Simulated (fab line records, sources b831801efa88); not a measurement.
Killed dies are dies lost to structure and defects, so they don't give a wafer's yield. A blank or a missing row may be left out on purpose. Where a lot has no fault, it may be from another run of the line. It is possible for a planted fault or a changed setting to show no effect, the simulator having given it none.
A struck lot beside a sound one | flow sky130 | 15 out of 708 route steps
Sound: wafers L992.1, L992.2, L992.5. Wafers struck: L106.1, L106.3, L106.5. At the end, the cause is stated.
Per side, at each step with rows, come the tool, then ch with its chambers, and then its first start. Under that, the readings that differ: sound wafers | struck wafers | difference of the means | sigmas: that difference in standard deviations of wafers without a fault.
alike: same words and numbers on both sides, and readings whose means sit less than 2 such deviations apart. not compared: any withheld reading, any reading some wafer has no value for, any bound like >300 that may hide the same value, and any number with overlapping values for which the record gives no deviation.
A row with sigmas, a row that says differs or no value, or rows on one side alone: a step with any of these is where the two part. Non-overlapping numbers with no deviation appear without sigmas and do not part them. A reading missing from all wafers of one side parts the sides only when that side holds two or more wafers.

first, 5 steps without rows for these wafers: SKY_LDD_N_COAT_02 (resist thk 300 nm); SKY_LDD_N_SOFTBAKE_03 (time 60 s); SKY_LDD_N_EXPOSE_04 (exposes mask NTM, target cd 840 nm); SKY_LDD_N_PEB_05; SKY_LDD_N_DEVELOP_06 (develop time 60 s).
SKY_LDD_N_OVL_MEAS_07:
  struck on overlay-01, day 25 15:19; sound on overlay-02, day 20 14:12
  alike: LDD_N_OVL
then, 6 steps without rows for these wafers: SKY_LDD_N_IMPLANT_08; SKY_LDD_N_IMPLANT_09; SKY_LDD_N_IMPLANT_10; SKY_LDD_N_IMPLANT_11; SKY_LDD_N_IMPLANT_12; SKY_LDD_N_IMPLANT_13.
SKY_LDD_N_IMPLANT_14:
  sound on implanter-03 ch 0, day 20 15:08; struck on implanter-01 ch 0, day 25 16:14
reading          | sound                         | struck                        | difference | sigmas
doseIonsCm2      | 4.996e+12 4.999e+12 5.001e+12 | 4.805e+12 4.808e+12 4.807e+12 | -1.920e+11 | -36
faradayCurrentUA | 28.8 28.1 28.4                | 26.3 27.2 26.7                | -1.7       | -3
next, for these wafers, 1 step has no rows: SKY_LDD_N_IMPLANT_15.
SKY_PAD_OPEN_PROBE_99:
  sound wafers here have rows in the record (prober-01, day 47 11:02); struck ones have none

== WHERE THEY PART ==
Earliest at SKY_LDD_N_IMPLANT_14; latest, in this record, at SKY_PAD_OPEN_PROBE_99.

WHY: what had been put in by the simulator
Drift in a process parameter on implanter-01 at SKY_LDD_N_IMPLANT_14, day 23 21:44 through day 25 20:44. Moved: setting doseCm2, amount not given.
